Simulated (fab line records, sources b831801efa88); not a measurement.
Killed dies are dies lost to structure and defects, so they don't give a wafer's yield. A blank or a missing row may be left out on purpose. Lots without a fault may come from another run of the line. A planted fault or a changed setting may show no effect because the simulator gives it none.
Which tool did it? | flow sky130 | 24 lots, 72 wafers sampled, at 3 steps of a route of 708

WHAT THE GAUGES READ, wafer by wafer
SKY_CAPM_OVL_MEAS_12. Usual: CAPM_OVL -0.4 nm, standard deviation 1.3.
lot  | measured     | on         | CAPM_OVL (nm)  | flag
L074 | day 37 10:49 | overlay-01 | -0.5 -0.5 0.9  |
L075 | day 37 16:42 | overlay-02 | 0.0 -2.5 0.8   |
L076 | day 37 20:03 | overlay-02 | -3.4 -2.1 -2.3 |
L077 | day 38 06:23 | overlay-02 | 0.8 -1.1 0.1   |
L078 | day 38 19:39 | overlay-01 | 1.1 1.5 1.4    |
L079 | day 38 22:29 | overlay-01 | -1.4 -1.0 -0.4 |
L080 | day 39 12:39 | overlay-01 | 1.1 -0.3 0.6   |
L081 | day 39 14:08 | overlay-02 | 0.9 -2.8 -1.3  |
L082 | day 39 20:30 | overlay-01 | -2.5 -0.4 2.1  |
L083 | day 40 10:05 | overlay-01 | -0.7 0.9 0.9   |
L084 | day 40 17:05 | overlay-01 | 1.1 0.1 -0.1   |
L085 | day 40 19:05 | overlay-02 | -0.6 -1.0 1.0  |
L086 | day 41 06:38 | overlay-01 | -3.4 -1.7 -2.6 |
L087 | day 41 11:21 | overlay-01 | -1.0 -1.2 -1.6 |
L088 | day 41 16:05 | overlay-01 | 0.9 -0.2 -1.4  |
L089 | day 42 02:58 | overlay-01 | -0.9 -2.6 -0.3 |
L090 | day 42 09:53 | overlay-01 | -0.4 -0.2 -0.6 |
L092 | day 42 21:01 | overlay-01 | 0.2 -0.9 -1.5  |
L091 | day 42 23:52 | overlay-01 | 1.4 0.1 1.2    |
L093 | day 43 04:30 | overlay-01 | -0.3 1.0 1.0   |
L094 | day 43 08:20 | overlay-02 | -2.5 0.8 -0.1  |
L095 | day 43 15:38 | overlay-01 | -0.6 -0.7 0.2  |
L096 | day 43 20:06 | overlay-01 | -2.4 -0.7 -0.1 |
L097 | day 44 01:59 | overlay-01 | 0.5 -0.9 -1.8  |

SKY_VIA3_CD_MEAS_12: target cd 200 nm. Usual: cd_nm 200.2 nm, standard deviation 1.3.
lot  | measured     | on        | cd_nm (nm)        | flag
L074 | day 39 14:32 | cd_sem-01 | 202.3 203.6 201.3 |
L075 | day 39 19:25 | cd_sem-02 | 199.3 200.5 199.7 |
L076 | day 40 00:22 | cd_sem-02 | 200.8 200.8 200.9 |
L077 | day 40 09:47 | cd_sem-01 | 201.2 200.5 201.5 |
L078 | day 40 22:16 | cd_sem-02 | 200.1 200.4 199.4 |
L079 | day 41 01:55 | cd_sem-02 | 198.4 200.1 199.6 |
L080 | day 41 15:49 | cd_sem-02 | 198.4 198.7 198.6 |
L081 | day 41 17:19 | cd_sem-01 | 199.0 198.6 198.3 |
L082 | day 41 23:08 | cd_sem-01 | 197.7 198.1 198.3 |
L083 | day 42 12:14 | cd_sem-02 | 200.0 199.5 199.4 |
L084 | day 42 18:31 | cd_sem-02 | 199.0 199.5 200.5 |
L085 | day 42 21:20 | cd_sem-02 | 199.4 198.0 200.3 |
L086 | day 43 07:23 | cd_sem-02 | 202.5 202.4 201.0 |
L087 | day 43 13:20 | cd_sem-01 | 200.5 199.4 199.5 |
L088 | day 43 18:10 | cd_sem-02 | 198.5 200.3 198.6 |
L089 | day 44 04:00 | cd_sem-02 | 203.2 202.6 202.1 |
L090 | day 44 09:47 | cd_sem-02 | 201.5 200.5 200.6 |
L092 | day 44 19:55 | cd_sem-01 | 199.5 198.6 198.3 |
L091 | day 44 22:25 | cd_sem-02 | 200.2 200.4 202.8 |
L093 | day 45 02:35 | cd_sem-02 | 200.0 199.4 199.2 |
L094 | day 45 06:46 | cd_sem-02 | 201.6 201.9 201.6 |
L095 | day 45 14:35 | cd_sem-02 | 202.3 202.3 201.2 |
L096 | day 45 18:11 | cd_sem-02 | 201.2 199.8 200.3 |
L097 | day 45 23:46 | cd_sem-01 | 199.0 200.3 201.6 |

WHICH TOOL RAN EACH LOT (tool, then ch and the chambers of the sampled wafers, then the start)
lot  | SKY_CAPM_SPUTTER_02
L074 | pvd_sputter-03, day 36 08:50
L075 | pvd_sputter-02, day 36 14:53
L076 | pvd_sputter-03, day 36 18:11
L077 | pvd_sputter-02, day 37 04:46
L078 | pvd_sputter-02, day 37 18:23
L079 | pvd_sputter-02, day 37 21:38
L080 | pvd_sputter-02, day 38 12:40
L081 | pvd_sputter-03, day 38 14:13
L082 | pvd_sputter-03, day 38 20:12
L083 | pvd_sputter-02, day 39 10:19
L084 | pvd_sputter-01, day 39 16:56
L085 | pvd_sputter-02, day 39 20:01
L086 | pvd_sputter-03, day 40 07:12
L087 | pvd_sputter-02, day 40 12:19
L088 | pvd_sputter-02, day 40 16:01
L089 | pvd_sputter-01, day 41 02:26
L090 | pvd_sputter-02, day 41 10:31
L092 | pvd_sputter-02, day 41 21:00
L091 | pvd_sputter-02, day 42 00:45
L093 | pvd_sputter-01, day 42 05:05
L094 | pvd_sputter-02, day 42 08:37
L095 | pvd_sputter-02, day 42 16:14
L096 | pvd_sputter-02, day 42 21:26
L097 | pvd_sputter-02, day 43 03:51
- SKY_CAPM_SPUTTER_02: material TiN, target thk 200 nm, time 166.7 s.

WHAT THE TOOLS THEMSELVES READ (means of the sampled wafers that have a number; where no wafer has one, the mark that the record gives instead)
SKY_CAPM_SPUTTER_02. Usual: substrate_temp_c 300.02 C, standard deviation 0.19; throttle_valve_pct 29.9 %, standard deviation 0.73.
lot  | tool           | substrate_temp_c (C) | throttle_valve_pct (%) | flag
L074 | pvd_sputter-03 | 299.91               | 30.0                   |
L075 | pvd_sputter-02 | 300.04               | 30.0                   |
L076 | pvd_sputter-03 | 300.09               | 30.4                   |
L077 | pvd_sputter-02 | 300.07               | 29.7                   |
L078 | pvd_sputter-02 | 300.16               | 29.3                   |
L079 | pvd_sputter-02 | 299.88               | 29.6                   |
L080 | pvd_sputter-02 | 299.90               | 29.3                   |
L081 | pvd_sputter-03 | 299.98               | 30.8                   |
L082 | pvd_sputter-03 | 300.06               | 29.9                   |
L083 | pvd_sputter-02 | 300.19               | 29.9                   |
L084 | pvd_sputter-01 | 300.14               | 29.6                   |
L085 | pvd_sputter-02 | 299.98               | 29.5                   |
L086 | pvd_sputter-03 | 300.06               | 30.7                   |
L087 | pvd_sputter-02 | 299.94               | 29.5                   |
L088 | pvd_sputter-02 | 299.88               | 29.8                   |
L089 | pvd_sputter-01 | 300.23               | 30.6                   |
L090 | pvd_sputter-02 | 299.96               | 29.5                   |
L092 | pvd_sputter-02 | 299.88               | 30.2                   |
L091 | pvd_sputter-02 | 300.09               | 29.8                   |
L093 | pvd_sputter-01 | 299.85               | 30.6                   |
L094 | pvd_sputter-02 | 300.12               | 29.8                   |
L095 | pvd_sputter-02 | 300.06               | 29.4                   |
L096 | pvd_sputter-02 | 300.05               | 30.0                   |
L097 | pvd_sputter-02 | 300.16               | 29.3                   |

THE ANSWER, worked out from the rows above alone
Rule: a lot is off if the mean of its wafers that have a number lies more than 3 standard deviations from the usual mean. A lot without any number at a reading at which 4 lots or more have one is off too. The other lots that the step has rows for count as sound. The gauges are gone through in route order, then the tools' own readings, and for those a lot's mean is taken as printed above. The first step at which some lot is off is used, and at that step the reading that is off furthest; a lot without a number counts as furthest.
No lot is off at any reading shown: from this, nothing can be told.

WHAT THE SIMULATOR HAD PUT IN
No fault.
